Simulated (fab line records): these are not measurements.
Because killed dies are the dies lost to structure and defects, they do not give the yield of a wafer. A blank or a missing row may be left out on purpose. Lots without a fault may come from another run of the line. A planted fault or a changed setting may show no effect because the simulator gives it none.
Which tool did it?	flow sky130	Sampling: 12 lots, 34 wafers, 6 of 708 route steps

== WHAT THE GAUGES SHOWED, per wafer ==
SKY_NWELL_THK_MEAS_02. Usual: for NWELL_OXIDATION_THK the level is 9.95 nm and the standard deviation is 0.21.
lot	measured	on	NWELL_OXIDATION_THK (nm)	flag
L257	day 2 11:33	film-metro-04	10.00 10.19 10.04	
L258	day 2 17:43	film-metro-03	9.82 9.92 9.93	
L260	day 3 08:18	film-metro-03	10.08 10.11 10.24	
L261	day 3 11:13	film-metro-01	9.86 9.95 9.90	
L262	day 3 21:07	film-metro-04	10.03 10.29 10.31	
L271	day 5 13:35	film-metro-04	9.87 9.92	
L272	day 5 17:26	film-metro-01	9.67 9.49	
L274	day 6 04:08	film-metro-01	9.86 9.80 9.74	
L275	day 6 14:35	film-metro-01	9.50 9.78 9.68	
L278	day 7 03:04	film-metro-03	10.07 10.29 9.95	
L279	day 7 06:47	film-metro-04	9.94 10.04 9.97	
L280	day 7 12:37	film-metro-04	10.17 9.95 10.06	

SKY_VT_ADJUST_NCORE_CD_MEAS_07: target cd 380 nm. Usual: cd-nm at 379.9 nm, with a standard deviation of 2.2.
lot	measured	on	cd-nm (nm)	flag
L257	day 8 13:57	cd-sem-01	383.1 379.9 379.8	
L258	day 8 22:06	cd-sem-02	380.2 379.1 380.8	
L260	day 9 17:33	cd-sem-01	381.6 378.0 376.6	
L261	day 9 21:47	cd-sem-01	378.3 380.1 380.6	
L262	day 10 10:31	cd-sem-02	382.5 384.0 382.1	
L271	day 12 18:30	cd-sem-02	369.4 378.6	
L272	day 12 21:17	cd-sem-01	372.0 382.3	
L274	day 13 13:53	cd-sem-01	377.7 378.1 378.8	
L275	day 14 02:10	cd-sem-02	377.5 380.3 379.9	
L278	day 14 20:28	cd-sem-02	385.7 385.1 387.5	
L279	day 15 01:08	cd-sem-01	380.4 378.9 376.1	
L280	day 15 09:46	cd-sem-02	377.2 380.3 379.1	

SKY_VT_ADJUST_PCH_TW_MEAS_10. Usual: for VT_ADJUST_PCH_TW the level is 142.3 and the standard deviation is 1.4.
lot	measured	on	VT_ADJUST_PCH_TW	flag
L257	day 10 10:20	film-metro-03	142.4 143.3 142.9	
L258	day 10 18:17	film-metro-03	142.9 142.8 143.5	
L260	day 11 15:34	film-metro-02	142.1 143.3 143.0	
L261	day 11 18:52	film-metro-04	140.5 141.3 140.3	
L262	day 12 09:35	film-metro-02	142.4 142.2 142.5	
L271	day 14 22:37	film-metro-04	141.6 141.3	
L272	day 15 01:49	film-metro-03	143.8 144.7	
L274	day 15 19:27	film-metro-02	141.3 141.2 141.1	
L275	day 16 08:41	film-metro-04	141.3 141.0 141.2	
L278	day 17 04:46	film-metro-04	140.7 141.2 141.0	
L279	day 17 09:24	film-metro-03	143.9 144.1 143.4	
L280	day 17 19:32	film-metro-03	143.6 144.0 143.1	

== TOOL THAT RAN EACH LOT (tool first, then ch and the chambers of the sampled wafers, then the start) ==
lot	SKY_VT_ADJUST_HVTP_STRIP_10	SKY_VT_ADJUST_NCORE_COAT_02	SKY_VT_ADJUST_NCORE_STRIP_10
L257	plasma-asher-01 ch 0,1, day 6 01:25	litho-track-04 ch 0, day 8 02:52	plasma-asher-02 ch 1, day 8 14:16
L258	plasma-asher-01 ch 0,1, day 6 09:01	litho-track-02 ch 0, day 8 11:50	plasma-asher-03 ch 0,1, day 8 22:25
L260	plasma-asher-03 ch 0,1, day 7 02:35	litho-track-03 ch 0, day 9 06:30	plasma-asher-04 ch 0,1, day 9 17:51
L261	plasma-asher-03 ch 0,1, day 7 06:44	litho-track-02 ch 0, day 9 11:02	plasma-asher-04 ch 0,1, day 9 22:05
L262	plasma-asher-02 ch 0,1, day 7 17:51	litho-track-02 ch 0, day 9 22:56	plasma-asher-02 ch 0,1, day 10 10:49
L271	plasma-asher-03 ch 1, day 9 20:34	litho-track-02 ch 0, day 12 05:39	plasma-asher-03 ch 0,1, day 12 18:47
L272	plasma-asher-01 ch 0, day 9 23:14	litho-track-02 ch 0, day 12 08:48	plasma-asher-02 ch 1, day 12 21:34
L274	plasma-asher-03 ch 0,1, day 10 12:33	litho-track-03 ch 0, day 13 00:59	plasma-asher-03 ch 0,1, day 13 14:10
L275	plasma-asher-03 ch 0,1, day 11 00:29	litho-track-03 ch 0, day 13 13:27	plasma-asher-03 ch 0,1, day 14 02:28
L278	plasma-asher-01 ch 0,1, day 11 16:53	litho-track-04 ch 0, day 14 06:50	plasma-asher-03 ch 0,1, day 14 20:45
L279	plasma-asher-01 ch 0,1, day 11 20:37	litho-track-04 ch 0, day 14 11:28	plasma-asher-04 ch 0,1, day 15 01:26
L280	plasma-asher-03 ch 0,1, day 12 03:52	litho-track-02 ch 0, day 14 20:35	plasma-asher-03 ch 0,1, day 15 10:04
- SKY_VT_ADJUST_HVTP_STRIP_10: strips in O2/N2.
- SKY_VT_ADJUST_NCORE_COAT_02: resist thk 1140 nm.
- SKY_VT_ADJUST_NCORE_STRIP_10: strips in O2/N2.

== AS READ BY THE TOOLS THEMSELVES (means over the sampled wafers that have a number; for cases with no such wafer, the mark the record gives instead) ==
SKY_VT_ADJUST_HVTP_STRIP_10. Usual: drypump-motor-current-A 5.6 A, standard deviation 0.65; oes-product-au 0.716 a.u., standard deviation 0.0048; strip-time-to-endpoint-s 14.18 s, standard deviation 0.047.
lot	tool	drypump-motor-current-A (A)	oes-product-au (a.u.)	strip-time-to-endpoint-s (s)	flag
L257	plasma-asher-01	4.9	0.718	14.19	
L258	plasma-asher-01	4.9	0.710	14.08	
L260	plasma-asher-03	5.7	0.716	14.10	
L261	plasma-asher-03	5.7	0.718	14.13	
L262	plasma-asher-02	6.3	0.714	14.18	
L271	plasma-asher-03	6.4	0.718	14.16	
L272	plasma-asher-01	5.0	0.714	14.13	
L274	plasma-asher-03	6.1	0.715	14.25	
L275	plasma-asher-03	6.1	0.719	14.19	
L278	plasma-asher-01	4.9	0.712	14.17	
L279	plasma-asher-01	4.9	0.718	14.14	
L280	plasma-asher-03	6.0	0.716	14.20	

SKY_VT_ADJUST_NCORE_STRIP_10. Usual: drypump-motor-current-A 5.9 A, standard deviation 0.41; oes-product-au 0.716 a.u., standard deviation 0.0047; strip-time-to-endpoint-s 14.18 s, standard deviation 0.04.
lot	tool	drypump-motor-current-A (A)	oes-product-au (a.u.)	strip-time-to-endpoint-s (s)	flag
L257	plasma-asher-02	5.7	0.716	14.15	
L258	plasma-asher-03	6.1	0.718	14.18	
L260	plasma-asher-04	5.9	0.714	14.16	
L261	plasma-asher-04	5.8	0.713	14.19	
L262	plasma-asher-02	6.0	0.715	14.23	
L271	plasma-asher-03	5.9	0.715	14.70	OFF
L272	plasma-asher-02	5.8	0.716	14.75	OFF
L274	plasma-asher-03	6.1	0.716	14.14	
L275	plasma-asher-03	5.7	0.713	14.19	
L278	plasma-asher-03	6.1	0.718	14.16	
L279	plasma-asher-04	5.8	0.711	14.15	
L280	plasma-asher-03	6.1	0.714	14.11	

== THE ANSWER, worked out from the rows above alone ==
Rule: lot off if the mean of its wafers having a number is beyond 3 standard deviations from the usual mean. A lot without any number at a reading at which 4 lots or more have one is off too. Where the step has rows for the other lots, those lots are counted as sound. First the gauges in route order, then the tools' own readings, where a lot's mean is used as printed above. The first step at which some lot is off is used, and at that step the reading that is off furthest; a lot without a number counts as furthest.
Off: L271, L272 (SKY_VT_ADJUST_NCORE_STRIP_10, strip-time-to-endpoint-s).
A tool fits if, at that step or a process step before it, it ran every lot that is off, and no sound lot after the first of them. Not one of the candidates tried fits.

== WHAT WAS PUT IN BY THE SIMULATOR ==
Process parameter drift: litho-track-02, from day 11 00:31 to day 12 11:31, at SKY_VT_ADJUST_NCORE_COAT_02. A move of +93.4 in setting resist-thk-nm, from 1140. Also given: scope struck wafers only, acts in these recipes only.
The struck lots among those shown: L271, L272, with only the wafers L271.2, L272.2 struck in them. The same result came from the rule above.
